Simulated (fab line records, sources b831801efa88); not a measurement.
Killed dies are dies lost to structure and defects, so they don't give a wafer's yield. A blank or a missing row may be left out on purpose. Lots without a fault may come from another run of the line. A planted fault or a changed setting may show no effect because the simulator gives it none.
One fault seen from 2 desks | flow sky130 | each desk has only its own numbers; what lay behind them comes last

THE METROLOGY DESK
What the gauges read, lot by lot, whatever tool the lot ran on: means of the sampled wafers that have a number. A lot is out of limits, marked OUT, if its mean lies more than 4 standard deviations from the usual mean; the brackets give that distance.
Columns: A = VT_ADJUST_LVTN_OVL at SKY_VT_ADJUST_LVTN_OVL_MEAS_07, usual -0.7 nm; B = cd_nm at SKY_VT_ADJUST_HVTR_CD_MEAS_07, usual 379.9 nm; C = POLY_GATE_CVD_00_THK at SKY_POLY_GATE_THK_MEAS_01, usual 179.7 nm
lot  | first seen here | A    | B     | C
L708 | day 6 18:44     | -1.4 | 379.2 | 181.9
L712 | day 7 21:13     | 0.3  | 381.2 | 178.5
L715 | day 8 17:28     | -2.0 | 378.6 | 159.1 (-14) OUT
L716 | day 9 00:43     | -0.8 | 381.3 | 145.4 (-23) OUT
L725 | day 11 14:47    | 1.4  | 379.4 | 179.8
L727 | day 12 01:41    | -0.1 | 379.6 | 179.8
L728 | day 12 05:55    | -1.2 | 378.6 | 178.0
L729 | day 12 12:34    | -2.0 | 383.9 | 180.2
L730 | day 13 01:25    | 0.8  | 377.7 | 181.1
L731 | day 13 07:49    | -1.8 | 379.1 | 180.0
This desk's finding: out of limits on L715, L716; first on L715, day 16 10:32 (POLY_GATE_CVD_00_THK at SKY_POLY_GATE_THK_MEAS_01). In limits: L708, L712, L725, L727, L728, L729, L730, L731.

THE TOOL OWNER'S DESK: lpcvd-01
The tool's own readings at SKY_POLY_GATE_CVD_00 (deposits poly-Si, target thk 180 nm, time 720 s): means of the sampled wafers that have a number, for each lot that ran on this tool. A lot is out of limits, marked OUT, if its mean lies more than 4 standard deviations from the usual mean; the brackets give that distance.
Columns: A = spike_tc_centre_C at SKY_POLY_GATE_CVD_00, usual 621.4 C; B = spike_tc_lower_C at SKY_POLY_GATE_CVD_00, usual 620.1 C; C = spike_tc_upper_C at SKY_POLY_GATE_CVD_00, usual 618.9 C; D = zone_power_lower_pct at SKY_POLY_GATE_CVD_00, usual 9.1 %; E = zone_power_upper_pct at SKY_POLY_GATE_CVD_00, usual 8.4 %
lot  | first seen here | A               | B     | C     | D               | E
L708 | day 13 17:07    | 621.4           | 618.8 | 619.0 | 9.4             | 8.8
L712 | day 15 02:50    | 621.3           | 618.4 | 618.4 | 9.4             | 8.8
L715 | day 16 09:20    | 597.2 (-22) OUT | 624.3 | 623.7 | 10.6 (+4.0) OUT | 9.7
L716 | day 16 20:37    | 597.5 (-22) OUT | 623.7 | 623.0 | 10.5            | 9.6
L725 | day 20 04:20    | 621.3           | 621.4 | 620.0 | 8.6             | 7.8
L727 | day 20 18:39    | 621.7           | 620.5 | 618.9 | 8.6             | 7.9
L728 | day 20 22:49    | 622.1           | 619.3 | 618.5 | 9.3             | 8.9
L729 | day 21 08:12    | 621.7           | 619.5 | 616.4 | 9.3             | 8.7
L730 | day 21 19:58    | 621.8           | 619.0 | 619.0 | 9.4             | 8.8
L731 | day 22 06:14    | 622.6           | 620.7 | 617.8 | 9.4             | 8.8
This desk's finding: out of limits on L715, L716; first on L715, day 16 09:20 (spike_tc_centre_C at SKY_POLY_GATE_CVD_00). In limits: L708, L712, L725, L727, L728, L729, L730, L731.

PUT TOGETHER
The tool owner's desk could have raised an alarm at day 16 09:20, on L715, L716.
The metrology desk could have raised an alarm at day 16 10:32, on L715, L716.
Of the lots named, all ran SKY_POLY_GATE_CVD_00 on lpcvd-01.

WHAT THE SIMULATOR HAD PUT IN
Process parameter drift: lpcvd-01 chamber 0, from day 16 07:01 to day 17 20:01, at SKY_POLY_GATE_CVD_00. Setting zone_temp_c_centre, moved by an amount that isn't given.
Lots struck among those shown: L715, L716.
Hours from the fault's start to each desk's first reading out of limits: the tool owner's desk, 2; the metrology desk, 4.
